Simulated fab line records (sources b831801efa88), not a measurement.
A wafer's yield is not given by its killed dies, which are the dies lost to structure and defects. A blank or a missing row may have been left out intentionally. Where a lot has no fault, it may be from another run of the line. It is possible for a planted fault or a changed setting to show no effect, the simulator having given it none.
A struck lot beside a sound one -- flow sky130 -- 17 steps out of a route of 708
Sound: these wafers, L257.2, L257.3, L257.5. Wafers L262.1, L262.2, L262.5 were the ones struck. The cause is named last.
Each step with rows lists, per side, the tool, then ch with its chambers, then its first start. Under that, the readings that differ: sound wafers -- struck wafers -- difference of the means -- sigmas: that difference in standard deviations of wafers without a fault.
alike: words and numbers the same on both sides, and readings whose means are apart by under 2 such deviations; not compared: readings that were withheld, readings missing a value for some wafer, numbers with overlapping values and no deviation given by the record, and bounds like >300 which may hide the same value.
The two part at a step that has a row with sigmas, a row that says differs or no value, or rows on one side only. When numbers do not overlap yet have no deviation, they are printed without sigmas and do not part them. A reading that every wafer of one side lacks parts them only if that side has two wafers or more.

first, 1 step without rows for these wafers: SKY_LDD_HVP_IMPLANT_08.
SKY_LDD_HVP_STRIP_09: strips in O2/N2.
  sound on plasmaAsher-04 ch 0,1, day 23 07:42; struck on plasmaAsher-02 ch 0,1, day 25 09:45
  alike: drypumpMotorCurrentA, oesProductAu, stripTimeToEndpointS
  not compared: rfHoursCounterH
SKY_LDD_HVP_TW_MEAS_10:
  sound: filmMetro-04 at day 23 07:49; struck: filmMetro-01 at day 25 09:51
reading,sound,struck,difference,sigmas
LDD_HVP_TW,449 448 450,457 456 460,+9,+2
then, 7 steps without rows for these wafers: SKY_LDD_LDN_DEHYDRATE_00 (time 60 s); SKY_LDD_LDN_HMDS_01 (prime time 60 s); SKY_LDD_LDN_COAT_02 (resist thk 1140 nm); SKY_LDD_LDN_SOFTBAKE_03 (time 60 s); SKY_LDD_LDN_EXPOSE_04 (exposes mask LDNTM, target cd 700 nm); SKY_LDD_LDN_PEB_05; SKY_LDD_LDN_DEVELOP_06 (develop time 60 s).
SKY_LDD_LDN_OVL_MEAS_07:
  sound: overlay-02 at day 24 14:19; struck: overlay-02 at day 26 14:47
  alike: LDD_LDN_OVL
then, 1 step without rows for these wafers: SKY_LDD_LDN_IMPLANT_08.
SKY_LDD_LDN_IMPLANT_09:
  struck on implanter-01, day 26 14:58; sound on implanter-04 ch 0, day 24 14:32
  no value came back on the struck wafers for beamEnergyKeV, beamOnS (s); on the sound wafers beamEnergyKeV reads 15.003 15.004 14.998
then, 2 steps without rows for these wafers: SKY_LDD_LDN_IMPLANT_10; SKY_LDD_LDN_IMPLANT_11.
SKY_LDD_LDN_STRIP_12: strips in O2/N2.
  sound on plasmaAsher-01 ch 0,1, day 24 14:57; struck on plasmaAsher-04 ch 0,1, day 26 15:25
  alike: drypumpMotorCurrentA, oesProductAu, stripTimeToEndpointS
  not compared: rfHoursCounterH
SKY_LDD_LDN_TW_MEAS_13:
  sound: filmMetro-02 at day 24 15:04; struck: filmMetro-02 at day 26 15:44
reading,sound,struck,difference,sigmas
LDD_LDN_TW,1470 1467 1463,1350 1340 1349,-120,-12
  not compared: hold

WHERE THEY PART
Earliest at SKY_LDD_HVP_TW_MEAS_10; latest, in this record, at SKY_LDD_LDN_TW_MEAS_13.

WHY: the cause the simulator had injected
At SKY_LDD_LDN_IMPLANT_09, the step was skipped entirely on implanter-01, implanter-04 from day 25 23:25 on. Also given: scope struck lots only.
